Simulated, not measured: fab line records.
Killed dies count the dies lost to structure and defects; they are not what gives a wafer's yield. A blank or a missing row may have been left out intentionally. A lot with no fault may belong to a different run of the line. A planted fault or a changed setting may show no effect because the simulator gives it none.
Which of the tools did it? / flow gf180mcu / 72 wafers from 24 lots sampled at 6 of the route's 602 steps

WHAT THE GAUGES READ, wafer by wafer
GF_V5_THK_MEAS_03. Usual: for V5_CVD_02_THK the level is 1461 nm and the standard deviation is 26.
lot=L074; measured=day 25 21:43; on=film-metro-04; V5_CVD_02_THK (nm)=1434 1443 1476; flag=
lot=L075; measured=day 26 07:28; on=film-metro-02; V5_CVD_02_THK (nm)=1459 1442 1478; flag=
lot=L076; measured=day 27 15:28; on=film-metro-04; V5_CVD_02_THK (nm)=1474 1484 1495; flag=
lot=L077; measured=day 27 19:25; on=film-metro-02; V5_CVD_02_THK (nm)=1484 1502 1462; flag=
lot=L079; measured=day 27 20:13; on=film-metro-01; V5_CVD_02_THK (nm)=1458 1455 1469; flag=
lot=L078; measured=day 27 22:10; on=film-metro-01; V5_CVD_02_THK (nm)=1434 1453 1483; flag=
lot=L080; measured=day 28 02:49; on=film-metro-02; V5_CVD_02_THK (nm)=1442 1454 1450; flag=
lot=L081; measured=day 28 16:38; on=film-metro-04; V5_CVD_02_THK (nm)=1471 1477 1468; flag=
lot=L082; measured=day 28 20:02; on=film-metro-04; V5_CVD_02_THK (nm)=1443 1455 1449; flag=
lot=L083; measured=day 29 08:58; on=film-metro-04; V5_CVD_02_THK (nm)=1437 1432 1405; flag=
lot=L084; measured=day 29 17:41; on=film-metro-02; V5_CVD_02_THK (nm)=1433 1452 1470; flag=
lot=L085; measured=day 29 21:58; on=film-metro-04; V5_CVD_02_THK (nm)=1461 1465 1486; flag=
lot=L086; measured=day 29 22:38; on=film-metro-02; V5_CVD_02_THK (nm)=1463 1439 1448; flag=
lot=L087; measured=day 30 07:38; on=film-metro-04; V5_CVD_02_THK (nm)=1491 1472 1514; flag=
lot=L088; measured=day 30 18:56; on=film-metro-02; V5_CVD_02_THK (nm)=1499 1482 1502; flag=
lot=L089; measured=day 30 22:53; on=film-metro-02; V5_CVD_02_THK (nm)=1490 1478 1495; flag=
lot=L090; measured=day 31 07:01; on=film-metro-04; V5_CVD_02_THK (nm)=1454 1423 1418; flag=
lot=L091; measured=day 31 09:36; on=film-metro-01; V5_CVD_02_THK (nm)=1434 1437 1469; flag=
lot=L092; measured=day 31 17:20; on=film-metro-01; V5_CVD_02_THK (nm)=1486 1480 1512; flag=
lot=L093; measured=day 31 23:19; on=film-metro-02; V5_CVD_02_THK (nm)=1471 1430 1460; flag=
lot=L094; measured=day 32 05:15; on=film-metro-01; V5_CVD_02_THK (nm)=1420 1445 1454; flag=
lot=L095; measured=day 32 08:43; on=film-metro-04; V5_CVD_02_THK (nm)=1439 1441 1478; flag=
lot=L096; measured=day 32 14:35; on=film-metro-01; V5_CVD_02_THK (nm)=1454 1431 1466; flag=
lot=L097; measured=day 32 22:21; on=film-metro-02; V5_CVD_02_THK (nm)=1481 1471 1487; flag=

GF_V5_RS_MEAS_24: a four-point-probe measurement. Usual: for V5_W_RS the level is 0.330 ohm/sq and the standard deviation is 0.005.
lot=L074; measured=day 26 19:23; on=film-metro-04; V5_W_RS (ohm/sq)=0.330 0.328 0.325; flag=
lot=L075; measured=day 27 04:18; on=film-metro-02; V5_W_RS (ohm/sq)=0.322 0.327 0.325; flag=
lot=L076; measured=day 28 12:01; on=film-metro-02; V5_W_RS (ohm/sq)=0.324 0.325 0.325; flag=
lot=L077; measured=day 28 16:38; on=film-metro-01; V5_W_RS (ohm/sq)=0.328 0.330 0.334; flag=
lot=L079; measured=day 28 17:25; on=film-metro-02; V5_W_RS (ohm/sq)=0.322 0.322 0.321; flag=
lot=L078; measured=day 28 19:05; on=film-metro-04; V5_W_RS (ohm/sq)=0.325 0.324 0.325; flag=
lot=L080; measured=day 29 00:01; on=film-metro-02; V5_W_RS (ohm/sq)=0.335 0.330 0.326; flag=
lot=L081; measured=day 29 12:28; on=film-metro-02; V5_W_RS (ohm/sq)=0.336 0.333 0.336; flag=
lot=L082; measured=day 29 16:46; on=film-metro-04; V5_W_RS (ohm/sq)=0.332 0.332 0.335; flag=
lot=L083; measured=day 30 05:25; on=film-metro-02; V5_W_RS (ohm/sq)=0.323 0.323 0.322; flag=
lot=L084; measured=day 30 14:40; on=film-metro-02; V5_W_RS (ohm/sq)=0.337 0.330 0.339; flag=
lot=L085; measured=day 30 17:59; on=film-metro-01; V5_W_RS (ohm/sq)=0.329 0.326 0.330; flag=
lot=L086; measured=day 30 18:40; on=film-metro-02; V5_W_RS (ohm/sq)=0.324 0.328 0.323; flag=
lot=L087; measured=day 31 03:07; on=film-metro-04; V5_W_RS (ohm/sq)=0.325 0.322 0.324; flag=
lot=L088; measured=day 31 14:05; on=film-metro-01; V5_W_RS (ohm/sq)=0.330 0.329 0.328; flag=
lot=L089; measured=day 31 17:56; on=film-metro-04; V5_W_RS (ohm/sq)=0.329 0.328 0.326; flag=
lot=L090; measured=day 32 01:02; on=film-metro-02; V5_W_RS (ohm/sq)=0.333 0.332 0.333; flag=
lot=L091; measured=day 32 04:46; on=film-metro-01; V5_W_RS (ohm/sq)=0.332 0.339 0.331; flag=
lot=L092; measured=day 32 11:58; on=film-metro-01; V5_W_RS (ohm/sq)=0.330 0.332 0.330; flag=
lot=L093; measured=day 32 17:34; on=film-metro-01; V5_W_RS (ohm/sq)=0.338 0.335 0.337; flag=
lot=L094; measured=day 32 23:49; on=film-metro-04; V5_W_RS (ohm/sq)=0.337 0.340 0.332; flag=
lot=L095; measured=day 33 02:05; on=film-metro-02; V5_W_RS (ohm/sq)=0.333 0.333 0.329; flag=
lot=L096; measured=day 33 08:34; on=film-metro-02; V5_W_RS (ohm/sq)=0.332 0.338 0.332; flag=
lot=L097; measured=day 33 15:15; on=film-metro-01; V5_W_RS (ohm/sq)=0.336 0.332 0.330; flag=

TOOL THAT RAN EACH LOT (tool first, then ch and the chambers of the sampled wafers, then the start)
lot=L074; GF_M3_SPUTTER_00=pvd-sputter-01, day 19 20:08; GF_V4_CVD_23=cvd-w-01 ch 0,1, day 23 23:55; GF_MIM_CVD_05=pecvd-01 ch 1,2, day 24 00:43; GF_M5_METAL_ETCH_10=rie-metal-04 ch 0,1, day 25 20:31
lot=L075; GF_M3_SPUTTER_00=pvd-sputter-03, day 20 08:23; GF_V4_CVD_23=cvd-w-02 ch 0,1, day 24 10:47; GF_MIM_CVD_05=pecvd-02 ch 1,2, day 24 11:37; GF_M5_METAL_ETCH_10=rie-metal-03 ch 0,1, day 26 06:29
lot=L076; GF_M3_SPUTTER_00=pvd-sputter-03, day 21 21:50; GF_V4_CVD_23=cvd-w-01 ch 0,1, day 25 20:55; GF_MIM_CVD_05=pecvd-02 ch 0,1,2, day 25 21:44; GF_M5_METAL_ETCH_10=rie-metal-02 ch 0,1, day 27 14:36
lot=L077; GF_M3_SPUTTER_00=pvd-sputter-01, day 22 03:44; GF_V4_CVD_23=cvd-w-01 ch 0, day 26 00:43; GF_MIM_CVD_05=pecvd-02 ch 0,1,2, day 26 01:32; GF_M5_METAL_ETCH_10=rie-metal-02 ch 1, day 27 18:33
lot=L079; GF_M3_SPUTTER_00=pvd-sputter-03, day 22 04:41; GF_V4_CVD_23=cvd-w-02 ch 0,1, day 26 01:30; GF_MIM_CVD_05=pecvd-02 ch 0,1,2, day 26 02:19; GF_M5_METAL_ETCH_10=rie-metal-04 ch 0, day 27 19:20
lot=L078; GF_M3_SPUTTER_00=pvd-sputter-04, day 22 04:55; GF_V4_CVD_23=cvd-w-02 ch 1, day 26 03:20; GF_MIM_CVD_05=pecvd-02 ch 0,1,2, day 26 04:10; GF_M5_METAL_ETCH_10=rie-metal-03 ch 1, day 27 21:11
lot=L080; GF_M3_SPUTTER_00=pvd-sputter-01, day 22 12:59; GF_V4_CVD_23=cvd-w-01 ch 1, day 26 09:44; GF_MIM_CVD_05=pecvd-02 ch 0,1, day 26 10:34; GF_M5_METAL_ETCH_10=rie-metal-02 ch 1, day 28 01:56
lot=L081; GF_M3_SPUTTER_00=pvd-sputter-03, day 23 02:12; GF_V4_CVD_23=cvd-w-01 ch 0,1, day 26 22:19; GF_MIM_CVD_05=pecvd-04 ch 1,2, day 26 23:05; GF_M5_METAL_ETCH_10=rie-metal-04 ch 0,1, day 28 15:43
lot=L082; GF_M3_SPUTTER_00=pvd-sputter-01, day 23 08:04; GF_V4_CVD_23=cvd-w-01 ch 0,1, day 27 02:49; GF_MIM_CVD_05=pecvd-04 ch 0,1,2, day 27 03:38; GF_M5_METAL_ETCH_10=rie-metal-04 ch 0,1, day 28 19:09
lot=L083; GF_M3_SPUTTER_00=pvd-sputter-04, day 23 21:18; GF_V4_CVD_23=cvd-w-02 ch 0,1, day 27 15:26; GF_MIM_CVD_05=pecvd-04 ch 0,1,2, day 27 16:38; GF_M5_METAL_ETCH_10=rie-metal-02 ch 0,1, day 29 08:06
lot=L084; GF_M3_SPUTTER_00=pvd-sputter-01, day 24 08:50; GF_V4_CVD_23=cvd-w-01 ch 0,1, day 28 00:34; GF_MIM_CVD_05=pecvd-04 ch 0,1,2, day 28 01:23; GF_M5_METAL_ETCH_10=rie-metal-02 ch 0,1, day 29 16:11
lot=L085; GF_M3_SPUTTER_00=pvd-sputter-03, day 24 14:51; GF_V4_CVD_23=cvd-w-02 ch 0,1, day 28 06:28; GF_MIM_CVD_05=pecvd-04 ch 0,1, day 28 07:17; GF_M5_METAL_ETCH_10=rie-metal-02 ch 0,1, day 29 21:05
lot=L086; GF_M3_SPUTTER_00=pvd-sputter-04, day 24 15:50; GF_V4_CVD_23=cvd-w-01 ch 0, day 28 07:08; GF_MIM_CVD_05=pecvd-01 ch 1,2, day 28 07:58; GF_M5_METAL_ETCH_10=rie-metal-04 ch 0,1, day 29 21:26
lot=L087; GF_M3_SPUTTER_00=pvd-sputter-04, day 25 00:22; GF_V4_CVD_23=cvd-w-02 ch 0,1, day 28 15:46; GF_MIM_CVD_05=pecvd-04 ch 0,1,2, day 28 16:34; GF_M5_METAL_ETCH_10=rie-metal-04 ch 0,1, day 30 06:46
lot=L088; GF_M3_SPUTTER_00=pvd-sputter-01, day 25 15:35; GF_V4_CVD_23=cvd-w-02 ch 1, day 29 03:25; GF_MIM_CVD_05=pecvd-01 ch 1,2, day 29 04:20; GF_M5_METAL_ETCH_10=rie-metal-04 ch 0,1, day 30 18:05
lot=L089; GF_M3_SPUTTER_00=pvd-sputter-03, day 25 18:27; GF_V4_CVD_23=cvd-w-02 ch 0,1, day 29 07:30; GF_MIM_CVD_05=pecvd-01 ch 1,2, day 29 08:19; GF_M5_METAL_ETCH_10=rie-metal-02 ch 1, day 30 22:00
lot=L090; GF_M3_SPUTTER_00=pvd-sputter-04, day 26 04:07; GF_V4_CVD_23=cvd-w-02 ch 0,1, day 29 16:14; GF_MIM_CVD_05=pecvd-04 ch 0,1,2, day 29 17:02; GF_M5_METAL_ETCH_10=rie-metal-02 ch 0,1, day 31 06:09
lot=L091; GF_M3_SPUTTER_00=pvd-sputter-04, day 26 07:52; GF_V4_CVD_23=cvd-w-02 ch 0,1, day 29 18:35; GF_MIM_CVD_05=pecvd-02 ch 0,1,2, day 29 19:24; GF_M5_METAL_ETCH_10=rie-metal-02 ch 0,1, day 31 08:42
lot=L092; GF_M3_SPUTTER_00=pvd-sputter-03, day 26 15:57; GF_V4_CVD_23=cvd-w-02 ch 0,1, day 30 02:52; GF_MIM_CVD_05=pecvd-01 ch 0,1,2, day 30 03:40; GF_M5_METAL_ETCH_10=rie-metal-02 ch 0,1, day 31 16:29
lot=L093; GF_M3_SPUTTER_00=pvd-sputter-03, day 26 22:18; GF_V4_CVD_23=cvd-w-01 ch 0,1, day 30 09:37; GF_MIM_CVD_05=pecvd-02 ch 0,1,2, day 30 10:24; GF_M5_METAL_ETCH_10=rie-metal-02 ch 0,1, day 31 22:25
lot=L094; GF_M3_SPUTTER_00=pvd-sputter-04, day 27 05:55; GF_V4_CVD_23=cvd-w-02 ch 0,1, day 30 15:47; GF_MIM_CVD_05=pecvd-01 ch 1,2, day 30 16:37; GF_M5_METAL_ETCH_10=rie-metal-04 ch 1, day 32 04:23
lot=L095; GF_M3_SPUTTER_00=pvd-sputter-03, day 27 10:32; GF_V4_CVD_23=cvd-w-01 ch 0,1, day 30 19:59; GF_MIM_CVD_05=pecvd-04 ch 0,1,2, day 30 20:49; GF_M5_METAL_ETCH_10=rie-metal-03 ch 0,1, day 32 07:50
lot=L096; GF_M3_SPUTTER_00=pvd-sputter-03, day 27 17:14; GF_V4_CVD_23=cvd-w-01 ch 0,1, day 31 02:40; GF_MIM_CVD_05=pecvd-02 ch 1,2, day 31 03:29; GF_M5_METAL_ETCH_10=rie-metal-04 ch 0,1, day 32 13:44
lot=L097; GF_M3_SPUTTER_00=pvd-sputter-04, day 28 01:48; GF_V4_CVD_23=cvd-w-02 ch 0,1, day 31 10:27; GF_MIM_CVD_05=pecvd-04 ch 0,1,2, day 31 11:16; GF_M5_METAL_ETCH_10=rie-metal-02 ch 0,1, day 32 21:27
- GF_M3_SPUTTER_00: material Ti, target thk 37.5 nm, time 150 s.
- GF_V4_CVD_23: deposits W, target thk 350 nm, time 104.9 s.
- GF_MIM_CVD_05: deposits Si3N4, target thk 42 nm, time 29.086 s.
- GF_M5_METAL_ETCH_10: etches the open film in Cl2/BCl3, stops on SiO2, target depth 627.5 nm, time 104.6 s.

AS READ BY THE TOOLS THEMSELVES (means over the sampled wafers that have a number; for cases with no such wafer, the mark the record gives instead)
GF_M3_SPUTTER_00. Usual: chamber-pressure-pa 2.000 Pa, standard deviation 0.0036; throttle-valve-pct 30.2 %, standard deviation 0.61.
lot=L074; tool=pvd-sputter-01; chamber-pressure-pa (Pa)=1.998; throttle-valve-pct (%)=29.9; flag=
lot=L075; tool=pvd-sputter-03; chamber-pressure-pa (Pa)=1.997; throttle-valve-pct (%)=30.7; flag=
lot=L076; tool=pvd-sputter-03; chamber-pressure-pa (Pa)=1.998; throttle-valve-pct (%)=30.5; flag=
lot=L077; tool=pvd-sputter-01; chamber-pressure-pa (Pa)=1.998; throttle-valve-pct (%)=29.7; flag=
lot=L079; tool=pvd-sputter-03; chamber-pressure-pa (Pa)=1.999; throttle-valve-pct (%)=30.6; flag=
lot=L078; tool=pvd-sputter-04; chamber-pressure-pa (Pa)=2.001; throttle-valve-pct (%)=29.5; flag=
lot=L080; tool=pvd-sputter-01; chamber-pressure-pa (Pa)=2.004; throttle-valve-pct (%)=29.7; flag=
lot=L081; tool=pvd-sputter-03; chamber-pressure-pa (Pa)=2.002; throttle-valve-pct (%)=30.7; flag=
lot=L082; tool=pvd-sputter-01; chamber-pressure-pa (Pa)=1.999; throttle-valve-pct (%)=29.9; flag=
lot=L083; tool=pvd-sputter-04; chamber-pressure-pa (Pa)=1.999; throttle-valve-pct (%)=29.9; flag=
lot=L084; tool=pvd-sputter-01; chamber-pressure-pa (Pa)=2.000; throttle-valve-pct (%)=29.7; flag=
lot=L085; tool=pvd-sputter-03; chamber-pressure-pa (Pa)=1.999; throttle-valve-pct (%)=31.0; flag=
lot=L086; tool=pvd-sputter-04; chamber-pressure-pa (Pa)=1.999; throttle-valve-pct (%)=29.3; flag=
lot=L087; tool=pvd-sputter-04; chamber-pressure-pa (Pa)=2.003; throttle-valve-pct (%)=30.1; flag=
lot=L088; tool=pvd-sputter-01; chamber-pressure-pa (Pa)=2.003; throttle-valve-pct (%)=29.7; flag=
lot=L089; tool=pvd-sputter-03; chamber-pressure-pa (Pa)=2.001; throttle-valve-pct (%)=31.0; flag=
lot=L090; tool=pvd-sputter-04; chamber-pressure-pa (Pa)=2.001; throttle-valve-pct (%)=29.8; flag=
lot=L091; tool=pvd-sputter-04; chamber-pressure-pa (Pa)=1.999; throttle-valve-pct (%)=30.0; flag=
lot=L092; tool=pvd-sputter-03; chamber-pressure-pa (Pa)=2.003; throttle-valve-pct (%)=30.9; flag=
lot=L093; tool=pvd-sputter-03; chamber-pressure-pa (Pa)=1.998; throttle-valve-pct (%)=30.7; flag=
lot=L094; tool=pvd-sputter-04; chamber-pressure-pa (Pa)=2.000; throttle-valve-pct (%)=29.9; flag=
lot=L095; tool=pvd-sputter-03; chamber-pressure-pa (Pa)=2.001; throttle-valve-pct (%)=31.0; flag=
lot=L096; tool=pvd-sputter-03; chamber-pressure-pa (Pa)=2.001; throttle-valve-pct (%)=30.3; flag=
lot=L097; tool=pvd-sputter-04; chamber-pressure-pa (Pa)=2.002; throttle-valve-pct (%)=29.9; flag=

GF_V4_CVD_23. Usual: heater-power-w at 801 W, with a standard deviation of 35.
lot=L074; tool=cvd-w-01; heater-power-w (W)=781; flag=
lot=L075; tool=cvd-w-02; heater-power-w (W)=823; flag=
lot=L076; tool=cvd-w-01; heater-power-w (W)=805; flag=
lot=L077; tool=cvd-w-01; heater-power-w (W)=805; flag=
lot=L079; tool=cvd-w-02; heater-power-w (W)=780; flag=
lot=L078; tool=cvd-w-02; heater-power-w (W)=848; flag=
lot=L080; tool=cvd-w-01; heater-power-w (W)=752; flag=
lot=L081; tool=cvd-w-01; heater-power-w (W)=789; flag=
lot=L082; tool=cvd-w-01; heater-power-w (W)=803; flag=
lot=L083; tool=cvd-w-02; heater-power-w (W)=779; flag=
lot=L084; tool=cvd-w-01; heater-power-w (W)=803; flag=
lot=L085; tool=cvd-w-02; heater-power-w (W)=817; flag=
lot=L086; tool=cvd-w-01; heater-power-w (W)=813; flag=
lot=L087; tool=cvd-w-02; heater-power-w (W)=806; flag=
lot=L088; tool=cvd-w-02; heater-power-w (W)=836; flag=
lot=L089; tool=cvd-w-02; heater-power-w (W)=823; flag=
lot=L090; tool=cvd-w-02; heater-power-w (W)=819; flag=
lot=L091; tool=cvd-w-02; heater-power-w (W)=791; flag=
lot=L092; tool=cvd-w-02; heater-power-w (W)=827; flag=
lot=L093; tool=cvd-w-01; heater-power-w (W)=793; flag=
lot=L094; tool=cvd-w-02; heater-power-w (W)=821; flag=
lot=L095; tool=cvd-w-01; heater-power-w (W)=803; flag=
lot=L096; tool=cvd-w-01; heater-power-w (W)=772; flag=
lot=L097; tool=cvd-w-02; heater-power-w (W)=797; flag=

GF_MIM_CVD_05. Usual: heater-power-w at 620 W, with a standard deviation of 73.
lot=L074; tool=pecvd-01; heater-power-w (W)=559; flag=
lot=L075; tool=pecvd-02; heater-power-w (W)=574; flag=
lot=L076; tool=pecvd-02; heater-power-w (W)=640; flag=
lot=L077; tool=pecvd-02; heater-power-w (W)=617; flag=
lot=L079; tool=pecvd-02; heater-power-w (W)=619; flag=
lot=L078; tool=pecvd-02; heater-power-w (W)=625; flag=
lot=L080; tool=pecvd-02; heater-power-w (W)=600; flag=
lot=L081; tool=pecvd-04; heater-power-w (W)=579; flag=
lot=L082; tool=pecvd-04; heater-power-w (W)=629; flag=
lot=L083; tool=pecvd-04; heater-power-w (W)=662; flag=
lot=L084; tool=pecvd-04; heater-power-w (W)=688; flag=
lot=L085; tool=pecvd-04; heater-power-w (W)=660; flag=
lot=L086; tool=pecvd-01; heater-power-w (W)=583; flag=
lot=L087; tool=pecvd-04; heater-power-w (W)=672; flag=
lot=L088; tool=pecvd-01; heater-power-w (W)=623; flag=
lot=L089; tool=pecvd-01; heater-power-w (W)=658; flag=
lot=L090; tool=pecvd-04; heater-power-w (W)=645; flag=
lot=L091; tool=pecvd-02; heater-power-w (W)=623; flag=
lot=L092; tool=pecvd-01; heater-power-w (W)=610; flag=
lot=L093; tool=pecvd-02; heater-power-w (W)=586; flag=
lot=L094; tool=pecvd-01; heater-power-w (W)=619; flag=
lot=L095; tool=pecvd-04; heater-power-w (W)=679; flag=
lot=L096; tool=pecvd-02; heater-power-w (W)=583; flag=
lot=L097; tool=pecvd-04; heater-power-w (W)=603; flag=

GF_M5_METAL_ETCH_10. Usual: bias-w 140.0 W, standard deviation 0.4; drypump-motor-current-A 5.63 A, standard deviation 0.18; he-backside-leak-sccm 3.30 sccm, standard deviation 0.23; oes-product-au 0.970 a.u., standard deviation 0.0073; throttle-valve-pct 28.252 %, standard deviation 0.0098.
lot=L074; tool=rie-metal-04; bias-w (W)=140.1; drypump-motor-current-A (A)=5.63; he-backside-leak-sccm (sccm)=3.31; oes-product-au (a.u.)=0.978; throttle-valve-pct (%)=28.240; flag=
lot=L075; tool=rie-metal-03; bias-w (W)=140.8; drypump-motor-current-A (A)=5.40; he-backside-leak-sccm (sccm)=3.22; oes-product-au (a.u.)=0.976; throttle-valve-pct (%)=28.254; flag=
lot=L076; tool=rie-metal-02; bias-w (W)=139.7; drypump-motor-current-A (A)=5.75; he-backside-leak-sccm (sccm)=3.28; oes-product-au (a.u.)=0.977; throttle-valve-pct (%)=28.254; flag=
lot=L077; tool=rie-metal-02; bias-w (W)=139.6; drypump-motor-current-A (A)=5.85; he-backside-leak-sccm (sccm)=3.39; oes-product-au (a.u.)=0.968; throttle-valve-pct (%)=28.254; flag=
lot=L079; tool=rie-metal-04; bias-w (W)=139.9; drypump-motor-current-A (A)=5.66; he-backside-leak-sccm (sccm)=3.32; oes-product-au (a.u.)=0.974; throttle-valve-pct (%)=28.250; flag=
lot=L078; tool=rie-metal-03; bias-w (W)=140.0; drypump-motor-current-A (A)=5.20; he-backside-leak-sccm (sccm)=3.13; oes-product-au (a.u.)=0.971; throttle-valve-pct (%)=28.255; flag=
lot=L080; tool=rie-metal-02; bias-w (W)=139.9; drypump-motor-current-A (A)=5.83; he-backside-leak-sccm (sccm)=3.37; oes-product-au (a.u.)=0.966; throttle-valve-pct (%)=28.245; flag=
lot=L081; tool=rie-metal-04; bias-w (W)=140.3; drypump-motor-current-A (A)=5.57; he-backside-leak-sccm (sccm)=3.19; oes-product-au (a.u.)=0.973; throttle-valve-pct (%)=28.256; flag=
lot=L082; tool=rie-metal-04; bias-w (W)=140.5; drypump-motor-current-A (A)=5.61; he-backside-leak-sccm (sccm)=3.23; oes-product-au (a.u.)=0.978; throttle-valve-pct (%)=28.249; flag=
lot=L083; tool=rie-metal-02; bias-w (W)=139.7; drypump-motor-current-A (A)=5.65; he-backside-leak-sccm (sccm)=3.44; oes-product-au (a.u.)=0.968; throttle-valve-pct (%)=28.250; flag=
lot=L084; tool=rie-metal-02; bias-w (W)=139.9; drypump-motor-current-A (A)=5.75; he-backside-leak-sccm (sccm)=3.34; oes-product-au (a.u.)=0.973; throttle-valve-pct (%)=28.246; flag=
lot=L085; tool=rie-metal-02; bias-w (W)=140.1; drypump-motor-current-A (A)=5.64; he-backside-leak-sccm (sccm)=3.37; oes-product-au (a.u.)=0.972; throttle-valve-pct (%)=28.256; flag=
lot=L086; tool=rie-metal-04; bias-w (W)=140.1; drypump-motor-current-A (A)=5.62; he-backside-leak-sccm (sccm)=3.29; oes-product-au (a.u.)=0.965; throttle-valve-pct (%)=28.250; flag=
lot=L087; tool=rie-metal-04; bias-w (W)=140.1; drypump-motor-current-A (A)=5.57; he-backside-leak-sccm (sccm)=3.26; oes-product-au (a.u.)=0.975; throttle-valve-pct (%)=28.251; flag=
lot=L088; tool=rie-metal-04; bias-w (W)=139.9; drypump-motor-current-A (A)=5.59; he-backside-leak-sccm (sccm)=3.24; oes-product-au (a.u.)=0.964; throttle-valve-pct (%)=28.256; flag=
lot=L089; tool=rie-metal-02; bias-w (W)=140.0; drypump-motor-current-A (A)=5.83; he-backside-leak-sccm (sccm)=3.42; oes-product-au (a.u.)=0.961; throttle-valve-pct (%)=28.265; flag=
lot=L090; tool=rie-metal-02; bias-w (W)=139.9; drypump-motor-current-A (A)=5.74; he-backside-leak-sccm (sccm)=3.27; oes-product-au (a.u.)=0.966; throttle-valve-pct (%)=28.242; flag=
lot=L091; tool=rie-metal-02; bias-w (W)=139.6; drypump-motor-current-A (A)=5.75; he-backside-leak-sccm (sccm)=3.22; oes-product-au (a.u.)=0.973; throttle-valve-pct (%)=28.252; flag=
lot=L092; tool=rie-metal-02; bias-w (W)=140.5; drypump-motor-current-A (A)=5.65; he-backside-leak-sccm (sccm)=3.43; oes-product-au (a.u.)=0.975; throttle-valve-pct (%)=28.251; flag=
lot=L093; tool=rie-metal-02; bias-w (W)=139.8; drypump-motor-current-A (A)=5.65; he-backside-leak-sccm (sccm)=3.28; oes-product-au (a.u.)=0.974; throttle-valve-pct (%)=28.256; flag=
lot=L094; tool=rie-metal-04; bias-w (W)=139.4; drypump-motor-current-A (A)=5.55; he-backside-leak-sccm (sccm)=3.16; oes-product-au (a.u.)=0.966; throttle-valve-pct (%)=28.259; flag=
lot=L095; tool=rie-metal-03; bias-w (W)=139.9; drypump-motor-current-A (A)=5.64; he-backside-leak-sccm (sccm)=3.20; oes-product-au (a.u.)=0.973; throttle-valve-pct (%)=28.253; flag=
lot=L096; tool=rie-metal-04; bias-w (W)=139.9; drypump-motor-current-A (A)=5.58; he-backside-leak-sccm (sccm)=3.27; oes-product-au (a.u.)=0.964; throttle-valve-pct (%)=28.259; flag=
lot=L097; tool=rie-metal-02; bias-w (W)=139.9; drypump-motor-current-A (A)=5.64; he-backside-leak-sccm (sccm)=3.43; oes-product-au (a.u.)=0.970; throttle-valve-pct (%)=28.255; flag=

THE ANSWER, worked out from the rows above alone
Rule: take the mean of a lot's wafers that have a number; if it is more than 3 standard deviations from the usual mean, the lot is off. Also off: a lot with no number at a reading for which 4 or more lots have one. Where the step has rows for the other lots, those lots are counted as sound. The gauges are gone through in route order, then the tools' own readings, and for those a lot's mean is taken as printed above. At the first step where some lot is off, the reading lying furthest off is the one used; lots without a number count as furthest.
No lot is off at any reading shown: from this, nothing can be told.

WHAT HAD BEEN PUT IN BY THE SIMULATOR
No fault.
